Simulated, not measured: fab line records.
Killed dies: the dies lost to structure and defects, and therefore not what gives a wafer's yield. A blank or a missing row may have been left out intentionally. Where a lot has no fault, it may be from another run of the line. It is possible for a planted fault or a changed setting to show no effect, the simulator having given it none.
What tool caused it?    flow gf180mcu    6 lots (18 wafers sampled), 1 step of a 602-step route

## WHAT THE GAUGES READ, wafer by wafer
GF_V1_RS_MEAS_24: uses a four-point probe to measure.
lot   measured      on             V1_W_RS (ohm/sq)
L672  day 18 12:08  film-metro-02  0.334 0.333 0.327
L676  day 20 08:04  film-metro-04  0.327 0.327 0.330
L680  day 21 22:05  film-metro-02  0.332 0.331 0.334
L683  day 22 19:56  film-metro-04  0.326 0.328 0.327
L692  day 25 16:28  film-metro-01  0.324 0.320 0.326
L694  day 26 07:23  film-metro-02  0.324 0.326 0.324

## WHICH TOOL RAN EACH LOT (tool, then ch and the chambers of the sampled wafers, then the start)
Before these readings, the record contains no process step.

## THE ANSWER, worked out from the rows above alone
Rule: what is usual is taken from the lots themselves. Put in order of their means at a reading, lots are off if they are a third of the lots or fewer, leave a main group of 4 or more, and stand apart from it by a gap of 3 or more times the standard deviation of the main group's means; of several such gaps the widest counts. A main group is skipped when, at the precision printed for the reading in the tables above, its means are all equal. Also off: a lot with no number at a reading for which 4 or more lots have one. All remaining lots with rows at the step are treated as sound.
None of the lots is off at any reading shown; this tells nothing.

## WHAT THE SIMULATOR PUT IN
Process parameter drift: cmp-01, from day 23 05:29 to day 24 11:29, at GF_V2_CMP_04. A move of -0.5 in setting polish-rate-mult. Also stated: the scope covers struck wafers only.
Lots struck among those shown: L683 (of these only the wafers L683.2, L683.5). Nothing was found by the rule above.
